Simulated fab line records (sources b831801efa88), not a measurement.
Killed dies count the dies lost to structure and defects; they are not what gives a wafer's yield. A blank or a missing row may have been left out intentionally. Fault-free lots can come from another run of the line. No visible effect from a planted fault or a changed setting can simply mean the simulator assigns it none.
Matching of chambers :: flow gf180mcu :: GF_STI_CMP_25 on cmp-02: 4 sister chambers
The step polishes, stops on Si3N4, t overpolish 33 s, target thk 524.6 nm. 4 wafers are shown with their chamber, then 9 later ones without.

== EACH WAFER AND ITS CHAMBER ==
wafer: L244.5
chamber: 3
motor current A (A): 12.8

wafer: L254.6
chamber: 0
motor current A (A): 12.4

wafer: L255.5
chamber: 2
motor current A (A): 11.3

wafer: L255.6
chamber: 1
motor current A (A): 13.8

== WAFERS WHOSE CHAMBER IS MISSING ==
wafer: L256.1
motor current A (A): 12.1

wafer: L256.2
motor current A (A): 13.1

wafer: L256.3
motor current A (A): 12.6

wafer: L257.2
motor current A (A): 12.1

wafer: L257.3
motor current A (A): 11.5

wafer: L257.4
motor current A (A): 12.3

wafer: L258.2
motor current A (A): 11.4

wafer: L258.4
motor current A (A): 13.4

wafer: L258.6
motor current A (A): 10.9

== WHICH CHAMBER EACH WENT THROUGH ==
wafer: L256.1
from the rows above: can't be placed: 0 or 3 or 2
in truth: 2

wafer: L256.2
from the rows above: can't be placed: 3 or 0 or 1
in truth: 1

wafer: L256.3
from the rows above: can't be placed: 0 or 3
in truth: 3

wafer: L257.2
from the rows above: can't be placed: 0 or 3 or 2
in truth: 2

wafer: L257.3
from the rows above: 2
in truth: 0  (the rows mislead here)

wafer: L257.4
from the rows above: can't be placed: 0 or 3
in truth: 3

wafer: L258.2
from the rows above: 2
in truth: 2

wafer: L258.4
from the rows above: can't be placed: 1 or 3
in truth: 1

wafer: L258.6
from the rows above: 2
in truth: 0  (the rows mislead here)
1 of 9 placed correctly. Unplaceable from these rows: 6, with the true chamber sitting among the candidates in 6. Placed wrongly: 2.
How it was worked out, from the rows above alone: a wafer's distance from a chamber is the root of the sum, over the readings, of the square of ((its reading less the chamber's mean) divided by the reading's scatter). The wafer belongs to the nearest chamber; if the next one is less than 2 further off, it can't be placed. A chamber's mean is the mean of its shown wafers. The scatter: root of mean squared gap, hidden wafer to nearest shown wafer, with one shown wafer a chamber.
